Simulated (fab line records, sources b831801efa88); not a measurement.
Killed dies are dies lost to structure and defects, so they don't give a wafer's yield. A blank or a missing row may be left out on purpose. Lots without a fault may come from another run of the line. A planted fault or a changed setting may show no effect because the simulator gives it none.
Which tool did it? | flow sky130 | 6 lots, 18 wafers sampled, at 3 steps of a route of 708

WHAT THE GAUGES READ, wafer by wafer
SKY_NWELL_RS_MEAS_31: measures by four-point-probe.
lot  | measured     | on            | PWDE_RS (ohm/sq)
L803 | day 5 18:41  | film_metro-04 | 5276 5281 5265
L806 | day 6 18:19  | film_metro-04 | 5309 5296 5289
L811 | day 7 23:31  | film_metro-01 | 5271 5267 5281
L814 | day 8 17:09  | film_metro-02 | 5722 5717 5734
L818 | day 9 18:17  | film_metro-01 | 5713 5730 5746
L823 | day 10 23:31 | film_metro-04 | 5280 5284 5291

WHICH TOOL RAN EACH LOT (tool, then ch and the chambers of the sampled wafers, then the start)
lot  | SKY_FIELD_ISO_CMP_27         | SKY_PWDE_IMPLANT_08
L803 | cmp-01 ch 1,2, day 2 19:07   | implanter-04 ch 0, day 4 05:24
L806 | cmp-02 ch 0,2,3, day 3 14:02 | implanter-01 ch 0, day 5 04:21
L811 | cmp-01 ch 0,1,3, day 4 16:23 | implanter-01 ch 0, day 6 07:04
L814 | cmp-02 ch 0,2,3, day 5 07:11 | implanter-01 ch 0, day 6 22:47
L818 | cmp-01 ch 0,1,3, day 6 02:19 | implanter-01 ch 0, day 7 22:22
L823 | cmp-02 ch 0,2,3, day 7 05:30 | implanter-03 ch 0, day 9 01:24
- SKY_FIELD_ISO_CMP_27: polishes, stops on Si3N4, t overpolish 16 s, target thk 457.8 nm.
- SKY_PWDE_IMPLANT_08

THE ANSWER, worked out from the rows above alone
Rule: what is usual is taken from the lots themselves. Put in order of their means at a reading, lots are off if they are a third of the lots or fewer, leave a main group of 4 or more, and stand apart from it by a gap of 3 or more times the standard deviation of the main group's means; of several such gaps the widest counts. A main group whose means are all the same, to the digits that the tables above print for the reading, isn't used. A lot without any number at a reading at which 4 lots or more have one is off too. The other lots that the step has rows for count as sound.
Off: L814, L818, at SKY_NWELL_RS_MEAS_31 (PWDE_RS). The main group: mean 5282 ohm/sq, standard deviation 10.
A tool fits if, at a process step before that reading, it ran every lot that is off, and no sound lot after the first of them. The gauges at SKY_NWELL_RS_MEAS_31 are tried like those tools. One fits: implanter-01 at SKY_PWDE_IMPLANT_08. Its last sound lot is L811 (day 6 07:04), its first lot that is off L814 (day 6 22:47): a fault that began between those two fits.

WHAT THE SIMULATOR HAD PUT IN
Process parameter drift: implanter-01, from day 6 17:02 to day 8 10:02, at SKY_PWDE_IMPLANT_08. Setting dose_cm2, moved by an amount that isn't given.
Lots struck among those shown: L814, L818. The rule above found the same.
